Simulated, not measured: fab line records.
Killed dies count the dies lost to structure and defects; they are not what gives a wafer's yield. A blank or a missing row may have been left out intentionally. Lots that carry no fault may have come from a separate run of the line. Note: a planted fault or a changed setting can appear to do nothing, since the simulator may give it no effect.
fab line records | flow sky130
record: lots: 6 | wafers: 18 | last-day: 49
route steps=708 shown METAL1@436 PAD_OPEN@708
lots that met no fault: from a run of the same line without faults
start-h: hours from the record's first day to the start of the lot's first wafer shown | wait-h: time in hours since the lot's previous step | " same as the row above | L1.1+2: one row covering several wafers at once | - no value present, or no start provided | * or withheld: withheld | < > ~ a bound
route shown NAME@n: a module of which the file shows steps, and the number in the route of the first | usual: average and standard deviation across the fault-free wafers | same: alike in all rows | chamber/n: place in a boat | sites: readings site by site | _std_site: the values' standard deviation | _edge_site: the outer-site mean with the inner-site mean subtracted | radius-mm: how far each site lies from the wafer's centre | mask NAME#n: copy n | behind: the last tool/chamber to shape the wafer | hold: why the lot was held/for how many hours/how that ended | device: transistor that didn't switch, given as n, p or np | end of line: tests of these same wafers at the route's end | step lacking rows: just its recipe | killed: not the wafer's yield, but the dies lost to structure and defects at the first sort | map: shows each die of a wafer: x if killed, . if not, _ if none is there
set.NAME: the setting the step ran with; set.NAME@STEP: the setting that earlier step ran with | model.NAME: the simulator's own value behind a step, which no gauge read
certain route steps with their lots: each step a table, each wafer a row
services: the hour from which a tool's chamber was out of use, counted from the record's first day as start-h (under 0 if before that day), plus the number of hours and why
== steps ==
step: SKY_METAL1_SPUTTER_02
recipe: material: AlCu | target-thk-nm: 250 | power-w: 10600 | time-s: 13.3 | chamber-pressure-pa: 0.4
usual: throttle-valve-pct: 29.7/0.87
lot.wafer | tool           | chamber | start-h | wait-h | throttle-valve-pct
L166.1    | pvd-sputter-04 | -       | 769.28  | 0.0    | 30.4
L166.4    | "              | -       | "       | "      | 27.3
L166.6    | "              | -       | "       | "      | 30.5
L171.2    | pvd-sputter-03 | -       | 802.07  | 0.0    | 28.9
L171.4    | "              | -       | "       | "      | 30.3
L171.6    | "              | -       | "       | "      | 29.6
L172.1    | pvd-sputter-03 | -       | 813.80  | 0.0    | 30.7
L172.3    | "              | -       | "       | "      | 28.8
L172.5    | "              | -       | "       | "      | 30.5
L175.1    | pvd-sputter-04 | -       | 837.60  | 0.0    | 30.8
L175.2    | "              | -       | "       | "      | 30.4
L175.6    | "              | -       | "       | "      | 30.8
L179.2    | pvd-sputter-02 | -       | 863.59  | 0.0    | 30.4
L179.4    | "              | -       | "       | "      | 29.0
L179.5    | "              | -       | "       | "      | 28.9
L180.3    | pvd-sputter-03 | -       | 882.50  | 0.0    | 28.8
L180.4    | "              | -       | "       | "      | 29.1
L180.6    | "              | -       | "       | "      | 28.8
step: SKY_METAL1_SPUTTER_03
recipe: material: Ti | target-thk-nm: 5 | power-w: 3000 | time-s: 3.3 | chamber-pressure-pa: 0.4
usual: throttle-valve-pct: 29.7/0.87
lot.wafer | tool           | chamber | start-h | wait-h | throttle-valve-pct
L166.1    | pvd-sputter-04 | -       | 769.30  | 0.0    | 30.5
L166.4    | "              | -       | "       | "      | 27.4
L166.6    | "              | -       | "       | "      | 30.6
L171.2    | pvd-sputter-03 | -       | 802.10  | 0.0    | 28.9
L171.4    | "              | -       | "       | "      | 30.3
L171.6    | "              | -       | "       | "      | 29.5
L172.1    | pvd-sputter-03 | -       | 813.82  | 0.0    | 30.5
L172.3    | "              | -       | "       | "      | 28.7
L172.5    | "              | -       | "       | "      | 30.8
L175.1    | pvd-sputter-04 | -       | 837.62  | 0.0    | 31.0
L175.2    | "              | -       | "       | "      | 30.3
L175.6    | "              | -       | "       | "      | 30.9
L179.2    | pvd-sputter-02 | -       | 863.61  | 0.0    | 29.8
L179.4    | "              | -       | "       | "      | 29.0
L179.5    | "              | -       | "       | "      | 29.0
L180.3    | pvd-sputter-03 | -       | 882.53  | 0.0    | 28.8
L180.4    | "              | -       | "       | "      | 29.5
L180.6    | "              | -       | "       | "      | 28.8
step: SKY_METAL1_SPUTTER_04
recipe: material: TiN | target-thk-nm: 70 | power-w: 6500 | time-s: 58.3 | chamber-pressure-pa: 0.4
usual: throttle-valve-pct: 29.7/0.88
lot.wafer | tool           | chamber | start-h | wait-h | throttle-valve-pct
L166.1    | pvd-sputter-04 | -       | 769.32  | 0.0    | 30.6
L166.4    | "              | -       | "       | "      | 27.4
L166.6    | "              | -       | "       | "      | 30.7
L171.2    | pvd-sputter-03 | -       | 802.11  | 0.0    | 28.9
L171.4    | "              | -       | "       | "      | 30.3
L171.6    | "              | -       | "       | "      | 29.2
L172.1    | pvd-sputter-03 | -       | 813.84  | 0.0    | 30.8
L172.3    | "              | -       | "       | "      | 29.1
L172.5    | "              | -       | "       | "      | 30.5
L175.1    | pvd-sputter-04 | -       | 837.64  | 0.0    | 30.9
L175.2    | "              | -       | "       | "      | 30.9
L175.6    | "              | -       | "       | "      | 30.8
L179.2    | pvd-sputter-02 | -       | 863.63  | 0.0    | 30.1
L179.4    | "              | -       | "       | "      | 28.9
L179.5    | "              | -       | "       | "      | 29.1
L180.3    | pvd-sputter-03 | -       | 882.54  | 0.0    | 28.9
L180.4    | "              | -       | "       | "      | 29.1
L180.6    | "              | -       | "       | "      | 28.8
step: SKY_METAL1_RS_MEAS_05
recipe: thk-meas-gauge: four-point-probe | reads: TiN_of_METAL1_SPUTTER_04+Ti_of_METAL1_SPUTTER_03+AlCu_of_METAL1_SPUTTER_02+TiN_of_METAL1_SPUTTER_01+Ti_of_METAL1_SPUTTER_00
usual: METAL1_ALCU_RS: 0.1270/0.0015
lot.wafer | tool          | chamber | start-h | wait-h | METAL1_ALCU_RS[ohm/sq]
L166.1    | film-metro-04 | -       | 769.37  | 0.0    | 0.1270
L166.4    | "             | -       | "       | "      | 0.1270
L166.6    | "             | -       | "       | "      | 0.1266
L171.2    | film-metro-03 | -       | 802.18  | 0.0    | 0.1262
L171.4    | "             | -       | "       | "      | 0.1259
L171.6    | "             | -       | "       | "      | 0.1272
L172.1    | film-metro-04 | -       | 813.89  | 0.0    | 0.1277
L172.3    | "             | -       | "       | "      | 0.1256
L172.5    | "             | -       | "       | "      | 0.1280
L175.1    | film-metro-01 | -       | 837.69  | 0.0    | 0.1264
L175.2    | "             | -       | "       | "      | 0.1268
L175.6    | "             | -       | "       | "      | 0.1270
L179.2    | film-metro-01 | -       | 863.70  | 0.0    | 0.1270
L179.4    | "             | -       | "       | "      | 0.1284
L179.5    | "             | -       | "       | "      | 0.1292
L180.3    | film-metro-03 | -       | 882.63  | 0.1    | 0.1291
L180.4    | "             | -       | "       | "      | 0.1307
L180.6    | "             | -       | "       | "      | 0.1281
step: SKY_METAL1_THK_MEAS_06
recipe: thk-meas-gauge: xrf | reads: AlCu_of_METAL1_SPUTTER_02
usual: METAL1_ALCU_THK: 248/3.1
lot.wafer | tool          | chamber | start-h | wait-h | METAL1_ALCU_THK[nm]
L166.1    | film-metro-04 | -       | 769.49  | 0.1    | 250
L166.4    | "             | -       | "       | "      | 249
L166.6    | "             | -       | "       | "      | 249
L171.2    | film-metro-03 | -       | 802.29  | 0.1    | 250
L171.4    | "             | -       | "       | "      | 252
L171.6    | "             | -       | "       | "      | 247
L172.1    | film-metro-04 | -       | 814.01  | 0.1    | 244
L172.3    | "             | -       | "       | "      | 248
L172.5    | "             | -       | "       | "      | 245
L175.1    | film-metro-01 | -       | 837.81  | 0.1    | 250
L175.2    | "             | -       | "       | "      | 250
L175.6    | "             | -       | "       | "      | 253
L179.2    | film-metro-01 | -       | 863.81  | 0.1    | 252
L179.4    | "             | -       | "       | "      | 246
L179.5    | "             | -       | "       | "      | 244
L180.3    | film-metro-03 | -       | 882.73  | 0.1    | 245
L180.4    | "             | -       | "       | "      | 241
L180.6    | "             | -       | "       | "      | 247
step: SKY_METAL1_DEHYDRATE_07
recipe: temp-c: 200 | time-s: 60
step: SKY_METAL1_HMDS_08
recipe: prime-time-s: 60 | prime-temp-c: 120
step: SKY_METAL1_COAT_09
recipe: resist: BARC | temp-c: withheld | time-s: withheld | spin-rpm: 3000 | resist-thk-nm: 60
step: SKY_METAL1_COAT_10
recipe: resist: KrF-thick | spin-rpm: 3000 | resist-thk-nm: 450
step: SKY_METAL1_SOFTBAKE_11
recipe: temp-c: 100 | time-s: 90 | resist: KrF-thick
step: SKY_METAL1_EXPOSE_12
recipe: mask-id: MM1 | na: 0.8 | source-shape: annular | sigma-inner: 0.55 | sigma-outer: 0.85 | target-cd-nm: 140 | dose-mj: 28
step: SKY_METAL1_PEB_13
recipe: peb-temp-c: withheld | peb-time-s: withheld | resist: KrF-thick
step: SKY_METAL1_DEVELOP_14
recipe: develop-time-s: 60 | resist: KrF-thick | dev-temp-c: 21
usual: developer-temp-C: 20.96/0.1
lot.wafer | tool           | chamber | start-h | wait-h | developer-temp-C
L166.1    | litho-track-01 | 0       | 795     | -      | 21.03
L166.4    | "              | 0       | 796     | -      | 21.00
L166.6    | "              | 0       | "       | "      | 21.15
L171.2    | litho-track-03 | 0       | 828     | -      | 21.10
L171.4    | "              | 0       | "       | "      | 20.97
L171.6    | "              | 0       | "       | "      | 21.00
L172.1    | litho-track-03 | 0       | 839     | -      | 20.28
L172.3    | "              | 0       | "       | "      | 20.33
L172.5    | "              | 0       | "       | "      | 20.42
L175.1    | litho-track-03 | 0       | 863     | -      | 20.24
L175.2    | "              | 0       | "       | "      | 20.27
L175.6    | "              | 0       | "       | "      | 20.10
L179.2    | litho-track-01 | 0       | 889     | -      | 20.88
L179.4    | "              | 0       | "       | "      | 20.88
L179.5    | "              | 0       | "       | "      | 20.82
L180.3    | litho-track-01 | 0       | 907     | -      | 20.89
L180.4    | "              | 0       | "       | "      | 20.96
L180.6    | "              | 0       | "       | "      | 20.88
step: SKY_METAL1_CD_MEAS_15
recipe: target-cd-nm: 140
usual: cd-nm: 139.7/1.8
lot.wafer | tool      | chamber | start-h | wait-h | cd-nm
L166.1    | cd-sem-02 | -       | 796.15  | -      | 139.2
L166.4    | "         | -       | "       | "      | 141.4
L166.6    | "         | -       | "       | "      | 140.5
L171.2    | cd-sem-01 | -       | 828.60  | -      | 135.2
L171.4    | "         | -       | "       | "      | 135.3
L171.6    | "         | -       | "       | "      | 137.0
L172.1    | cd-sem-02 | -       | 839.98  | -      | 139.7
L172.3    | "         | -       | "       | "      | 138.9
L172.5    | "         | -       | "       | "      | 139.5
L175.1    | cd-sem-02 | -       | 863.58  | -      | 139.8
L175.2    | "         | -       | "       | "      | 138.5
L175.6    | "         | -       | "       | "      | 139.0
L179.2    | cd-sem-02 | -       | 889.62  | -      | 134.5
L179.4    | "         | -       | "       | "      | 134.9
L179.5    | "         | -       | "       | "      | 135.9
L180.3    | cd-sem-01 | -       | 907.64  | -      | 142.0
L180.4    | "         | -       | "       | "      | 142.6
L180.6    | "         | -       | "       | "      | 139.4
step: SKY_PAD_OPEN_PROBE_99
usual: defect-limited-yield: 82.4/1.8 | killed_at_M0_to_M3: 44/6 | killed_at_M4_up: 2.9/1.5 | killed-at-contacts: 24/4.9 | killed-at-front-end: 16/4.3 | killed-at-other: 0.3/0.54 | killed-dies: 87/8.7 | killed-open: 48/6.7 | killed-short: 39/5.9 | sort_bin_3_pad_short: 0.9/0.4 | sort_bin_5_function: 10.5/1.5 | sort_bin_6_memory: 6.2/1.1 | sort-n-pass: 405/8.7 | sort-yield-pct: 82.4/1.8
same: gross-dies: 492 | killed-at-back-side: 0 | sort_bin_4_leakage[%]: 0 | sort_bin_8_speed[%]: 0
lot.wafer | tool      | chamber | start-h | wait-h | defect-limited-yield[%] | killed_at_M0_to_M3 | killed_at_M4_up | killed-at-contacts | killed-at-front-end | killed-at-other | killed-dies | killed-open | killed-short | sort_bin_3_pad_short[%] | sort_bin_5_function[%] | sort_bin_6_memory[%] | sort-n-pass | sort-yield-pct[%]
L166.1    | prober-01 | -       | 1103.43 | 0.1    | 81.9                    | 41                 | 2               | 30                 | 16                  | 0               | 89          | 51          | 38           | 0.2                     | 12.2                   | 5.7                  | 403         | 81.9
L166.4    | prober-01 | -       | 1103.58 | 0.2    | 82.3                    | 39                 | 5               | 25                 | 18                  | 0               | 87          | 52          | 35           | 0.6                     | 9.3                    | 7.7                  | 405         | 82.3
L166.6    | prober-01 | -       | 1103.68 | 0.2    | 81.9                    | 47                 | 2               | 23                 | 16                  | 1               | 89          | 49          | 39           | 1.0                     | 10.4                   | 6.7                  | 403         | 81.9
L171.2    | prober-01 | -       | 1127.06 | 0.1    | 82.7                    | 45                 | 1               | 26                 | 13                  | 0               | 85          | 48          | 37           | 0.4                     | 11.6                   | 5.3                  | 407         | 82.7
L171.4    | prober-01 | -       | 1127.16 | 0.2    | 81.3                    | 56                 | 3               | 14                 | 18                  | 1               | 92          | 36          | 56           | 1.2                     | 10.6                   | 6.9                  | 400         | 81.3
L171.6    | prober-01 | -       | 1127.26 | 0.2    | 85.4                    | 39                 | 1               | 21                 | 11                  | 0               | 72          | 37          | 35           | 0.8                     | 7.9                    | 5.9                  | 420         | 85.4
L172.1    | prober-02 | -       | 1135.45 | 0.1    | 82.5                    | 37                 | 4               | 28                 | 17                  | 0               | 86          | 46          | 40           | 0.8                     | 10.4                   | 6.3                  | 406         | 82.5
L172.3    | prober-02 | -       | 1135.55 | 0.2    | 84.8                    | 43                 | 3               | 19                 | 10                  | 0               | 75          | 38          | 37           | 1.2                     | 7.3                    | 6.7                  | 417         | 84.8
L172.5    | prober-02 | -       | 1135.65 | 0.2    | 79.3                    | 52                 | 3               | 27                 | 19                  | 1               | 102         | 64          | 38           | 0.8                     | 13.4                   | 6.5                  | 390         | 79.3
L175.1    | prober-01 | -       | 1152.17 | 0.1    | 78.5                    | 50                 | 2               | 27                 | 27                  | 0               | 106         | 60          | 46           | 0.4                     | 13.8                   | 7.3                  | 386         | 78.5
L175.2    | prober-01 | -       | 1152.22 | 0.1    | 82.3                    | 44                 | 5               | 20                 | 18                  | 0               | 87          | 51          | 36           | 0.4                     | 10.8                   | 6.5                  | 405         | 82.3
L175.6    | prober-01 | -       | 1152.42 | 0.2    | 83.7                    | 36                 | 4               | 21                 | 19                  | 0               | 80          | 42          | 38           | 0.6                     | 11.4                   | 4.3                  | 412         | 83.7
L179.2    | prober-01 | -       | 1169.07 | 0.1    | 83.9                    | 50                 | 3               | 14                 | 11                  | 1               | 79          | 47          | 31           | 1.0                     | 11.2                   | 3.9                  | 413         | 83.9
L179.4    | prober-01 | -       | 1169.17 | 0.2    | 86.0                    | 31                 | 4               | 22                 | 12                  | 0               | 69          | 36          | 31           | 1.0                     | 8.1                    | 4.9                  | 423         | 86.0
L179.5    | prober-01 | -       | 1169.22 | 0.2    | 83.9                    | 37                 | 2               | 28                 | 12                  | 0               | 79          | 43          | 36           | 0.6                     | 10.0                   | 5.5                  | 413         | 83.9
L180.3    | prober-02 | -       | 1181.18 | 0.2    | 84.6                    | 41                 | 2               | 21                 | 10                  | 2               | 76          | 51          | 25           | 1.0                     | 8.1                    | 6.3                  | 416         | 84.6
L180.4    | prober-02 | -       | 1181.23 | 0.2    | 82.9                    | 50                 | 2               | 23                 | 8                   | 1               | 84          | 54          | 30           | 0.2                     | 10.8                   | 6.1                  | 408         | 82.9
L180.6    | prober-02 | -       | 1181.33 | 0.2    | 85.6                    | 35                 | 4               | 18                 | 13                  | 1               | 71          | 35          | 34           | 1.2                     | 6.7                    | 6.5                  | 421         | 85.6
killed by level:class
L166.1 CONTACT:geometric-particle:open=12 VIA1:geometric-particle:open=9 VIA3:geometric-particle:open=9 LI_CONTACT:geometric-particle:open=8 FIELD_ISO:geometric-particle:open=5 FIELD_ISO:geometric-particle:short=5 LI_CONTACT:geometric-particle:short=5 METAL2:geometric-particle:short=5
L166.4 CONTACT:geometric-particle:open=12 VIA1:geometric-particle:open=9 VIA2:geometric-particle:open=7 LI_CONTACT:geometric-particle:open=7 FIELD_ISO:geometric-particle:short=6 FIELD_ISO:geometric-particle:open=6 VIA3:geometric-particle:short=6 VIA3:geometric-particle:open=6
L166.6 LI_CONTACT:geometric-particle:open=8 VIA1:geometric-particle:open=8 METAL1:geometric-particle:short=7 VIA1:geometric-particle:short=7 POLY_GATE:geometric-particle:open=6 LI_CONTACT:geometric-particle:short=6 VIA2:geometric-particle:open=6 CONTACT:geometric-particle:open=5
L171.2 VIA2:geometric-particle:open=11 LI_CONTACT:geometric-particle:open=9 CONTACT:geometric-particle:open=9 VIA1:geometric-particle:short=7 METAL2:geometric-particle:short=6 VIA3:geometric-particle:open=6 POLY_GATE:geometric-particle:open=5 METAL1:geometric-particle:short=4
L171.4 METAL1:geometric-particle:short=10 METAL2:geometric-particle:short=8 VIA3:geometric-particle:open=7 VIA1:geometric-particle:open=7 VIA2:geometric-particle:open=7 POLY_GATE:geometric-particle:short=5 VIA2:geometric-particle:short=5 FIELD_ISO:geometric-particle:short=4
L171.6 LI_CONTACT:geometric-particle:open=9 VIA2:geometric-particle:open=9 FIELD_ISO:geometric-particle:short=6 CONTACT:geometric-particle:open=6 VIA1:geometric-particle:short=5 METAL2:geometric-particle:short=5 METAL1:geometric-particle:short=4 VIA1:geometric-particle:open=4
L172.1 CONTACT:geometric-particle:open=10 VIA1:geometric-particle:open=9 LI_CONTACT:geometric-particle:open=6 METAL1:geometric-particle:short=6 VIA1:geometric-particle:short=6 LOCAL_INTERCONNECT:geometric-particle:short=5 FIELD_ISO:geometric-particle:open=4 POLY_GATE:geometric-particle:short=4
L172.3 METAL2:geometric-particle:short=8 VIA1:geometric-particle:open=8 LI_CONTACT:geometric-particle:open=6 METAL1:geometric-particle:short=6 VIA3:geometric-particle:open=6 LI_CONTACT:geometric-particle:short=4 CONTACT:geometric-particle:open=4 VIA1:geometric-particle:short=4
L172.5 VIA1:geometric-particle:open=13 VIA3:geometric-particle:open=12 CONTACT:geometric-particle:open=11 VIA2:geometric-particle:open=8 POLY_GATE:geometric-particle:open=6 POLY_GATE:geometric-particle:short=6 LI_CONTACT:geometric-particle:open=5 METAL2:geometric-particle:short=5
L175.1 VIA1:geometric-particle:open=11 POLY_GATE:geometric-particle:open=9 CONTACT:geometric-particle:open=9 VIA3:geometric-particle:open=8 VIA2:geometric-particle:open=8 LI_CONTACT:geometric-particle:open=7 METAL1:geometric-particle:short=7 LOCAL_INTERCONNECT:geometric-particle:short=6
L175.2 VIA1:geometric-particle:open=16 CONTACT:geometric-particle:open=8 METAL2:geometric-particle:short=6 VIA2:geometric-particle:open=6 VIA3:geometric-particle:open=6 POLY_GATE:geometric-particle:short=5 FIELD_ISO:geometric-particle:short=4 LI_CONTACT:geometric-particle:open=4
L175.6 FIELD_ISO:geometric-particle:open=7 CONTACT:geometric-particle:open=7 LI_CONTACT:geometric-particle:open=7 VIA3:geometric-particle:open=7 FIELD_ISO:geometric-particle:short=5 LOCAL_INTERCONNECT:geometric-particle:short=5 VIA1:geometric-particle:open=5 VIA2:geometric-particle:open=5
L179.2 VIA1:geometric-particle:open=15 VIA3:geometric-particle:open=12 METAL2:geometric-particle:short=5 VIA2:geometric-particle:open=5 POLY_GATE:geometric-particle:open=4 CONTACT:geometric-particle:short=4 CONTACT:geometric-particle:open=4 METAL1:geometric-particle:short=4
L179.4 VIA1:geometric-particle:open=8 LOCAL_INTERCONNECT:geometric-particle:short=7 VIA3:geometric-particle:open=6 LI_CONTACT:geometric-particle:open=6 CONTACT:geometric-particle:open=5 CONTACT:geometric-particle:short=4 METAL1:geometric-particle:short=4 VIA2:geometric-particle:short=3
L179.5 VIA1:geometric-particle:open=14 CONTACT:geometric-particle:open=9 LI_CONTACT:geometric-particle:open=8 CONTACT:geometric-particle:short=6 VIA1:geometric-particle:short=5 POLY_GATE:geometric-particle:short=4 LI_CONTACT:geometric-particle:short=4 VIA2:geometric-particle:open=4
L180.3 VIA1:geometric-particle:open=11 VIA2:geometric-particle:open=8 LI_CONTACT:geometric-particle:open=7 CONTACT:geometric-particle:open=7 VIA3:geometric-particle:open=6 VIA1:geometric-particle:short=4 POLY_GATE:geometric-particle:short=3 CONTACT:geometric-particle:short=3
L180.4 VIA1:geometric-particle:open=13 VIA3:geometric-particle:open=11 LI_CONTACT:geometric-particle:open=8 CONTACT:geometric-particle:open=8 VIA2:geometric-particle:open=7 METAL3:geometric-particle:short=6 METAL1:geometric-particle:short=5 VIA1:geometric-particle:short=4
L180.6 VIA3:geometric-particle:open=7 CONTACT:geometric-particle:open=6 FIELD_ISO:geometric-particle:short=4 LI_CONTACT:geometric-particle:open=4 LOCAL_INTERCONNECT:geometric-particle:short=4 METAL1:geometric-particle:short=4 VIA2:geometric-particle:open=4 POLY_GATE:geometric-particle:short=3
== services ==
tool           | chamber | start-h | hours | kind
pvd-sputter-03 | -       | 758.04  | 2.7   | repair
pvd-sputter-04 | -       | 843.99  | 1.3   | repair
pvd-sputter-02 | -       | 868.80  | 0.9   | repair
== key ==
first-sign: step: SKY_METAL1_DEVELOP_14 | reading: developer-temp-C | direction: down | sigmas: 6.6 | usual: * | struck: *
effect none on later readings
met-at SKY_METAL1_DEVELOP_14
struck-wafers L172.1,L172.3,L172.5,L175.1,L175.2,L175.6
loop-trim: step: SKY_METAL1_EXPOSE_12 | setting: dose | lots: L175
onset-between 828 839
fault: kind: process-parameter-drift | tool: litho-track-03 | chamber: - | onset-h: 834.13 | steps: SKY_METAL1_DEVELOP_14 | channel: dev-temp-c | offset: * | shape: step | end-h: 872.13 | acts-in: * | stated: *
loop-trim: a control loop set the setting to another value than it would have without faults
